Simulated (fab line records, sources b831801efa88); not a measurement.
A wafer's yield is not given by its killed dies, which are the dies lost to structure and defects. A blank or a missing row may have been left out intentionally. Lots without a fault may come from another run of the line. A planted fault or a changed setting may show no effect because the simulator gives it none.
Problem report in the 8D (eight disciplines) form, filled by code :: flow sky130 :: the parts of the form that need people (team, actions taken, sign-off) are left out

## 1. PROBLEM STATEMENT
SD_N_TW at SKY_SD_N_TW_MEAS_12 reads a mean of 30 on 3 wafers of 1 lot; wafers without a fault read 4012 with a standard deviation of 24. So: -99 or more standard deviations from the usual mean.
The first sign was on wafer L654.2 at day 35 02:26, on film-metro-01. The record holds 39 wafers of 13 lots with a number at this step. Rule for "out" (also "out of limits"): further than 4 standard deviations from the usual mean. All remaining wafers that have a number are taken as sound.

## 2. WHAT IT IS, WHAT IT ISN'T
question: which readings at this step
is: SD_N_TW
is not: -

question: which lots
is: L654
is not: L635, L637, L638, L640, L641, L642, L643, L645, L647, L649, L650, L656

question: which wafers of those lots
is: all that have a number
is not: -

question: read on which gauges
is: film-metro-01
is not: film-metro-02, film-metro-03

question: when
is: from day 35 02:26
is not: up to then (33 sound wafers); but 3 sound wafers of L656 came after

## 3. SUSPECTS, AND WHAT RULES EACH OUT
Counting: a tool stays on the suspect list if, at a process step up to the reading, it processed all lots that are out and no sound lot following the first of them.
- the gauge at SKY_SD_N_TW_MEAS_12: ruled out. All the wafers that are out were read on film-metro-01, but those of them that SKY_RES_XHIGH_STRIP_08 has rows for are out there too, on other tools.
- rie-diel-04 at SKY_SPACER_ETCHBACK_02 (etches Si3N4 in CH3F/O2, stops on SiO2, time 46.7 s, target depth 45 nm): kept. It ran the lot that is out, L654 (day 30 11:46), and no sound lot after that; its last sound lot up to then is L649 (day 28 23:30).
- plasma-asher-01 at SKY_RES_XHIGH_STRIP_08 (strips in O2/N2): kept. It ran the lot that is out, L654 (day 33 23:20), and no sound lot after that; its last sound lot up to then is L649 (day 32 13:37). Out on those wafers are its own readings of oes-product-au.
- plasma-asher-02 at SKY_SD_N_STRIP_11 (strips in O2/N2): ruled out as a lasting fault. Following L654 (day 35 02:19), the first lot on it that is out, the sound lots L656 were run on it.
Remaining after the count are rie-diel-04 at SKY_SPACER_ETCHBACK_02 and plasma-asher-01 at SKY_RES_XHIGH_STRIP_08.

## 4. THE CAUSE (what the simulator had put in)
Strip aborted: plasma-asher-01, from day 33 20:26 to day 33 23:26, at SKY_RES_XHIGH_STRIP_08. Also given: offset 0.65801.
After counting, 2 suspects remain, this tool included.

## 5. THE EFFECT CHAIN, in route order
Each row: a reading where the mean over the struck wafers with a number is more than 3 standard deviations away from the usual. Only readings for which the record gives a usual standard deviation are gone through. hours: the time from each lot's start at the first step in this table that gives one to its start at this step, as a median over the lots. sigmas: the change in usual standard deviations.
hours: 0
step: SKY_RES_XHIGH_STRIP_08
reading: oes-product-au
usual: 0.711 a.u.
on struck wafers: 0.915
change: +0.204
sigmas: +42

hours: 27
step: SKY_SD_N_STRIP_11
reading: oes-product-au
usual: 0.527 a.u.
on struck wafers: 0.569
change: +0.042
sigmas: +9.6

hours: 27
step: SKY_SD_N_STRIP_11
reading: strip-time-to-endpoint-s
usual: 22.58 s
on struck wafers: 29.36
change: +6.78
sigmas: +99 or more

hours: 27
step: SKY_SD_N_TW_MEAS_12
reading: SD_N_TW
usual: 4012
on struck wafers: 30
change: -3982
sigmas: -99 or more
The process steps in it:
- SKY_RES_XHIGH_STRIP_08: strips in O2/N2.
- SKY_SD_N_STRIP_11: strips in O2/N2.
Readings that are blank on the struck wafers while sound wafers have them: strip-time-to-endpoint-s at SKY_RES_XHIGH_STRIP_08.

## 6. HOW IT WOULD HAVE BEEN CAUGHT EARLIER
In this record the first reading out of limits at a measuring or inspecting step was taken at day 35 02:26, 30 hours after the fault began at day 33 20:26.
At SKY_RES_XHIGH_STRIP_08, the tool's own readings (oes-product-au) were out on each struck wafer the step has a row for, so an alarm limit on them would have fired on the first such wafer.
Each of the lots that are out, 1 in all, had begun SKY_RES_XHIGH_STRIP_08 on plasma-asher-01 no later than day 35 02:26. Tool hold at that time: it would have spared none of them.
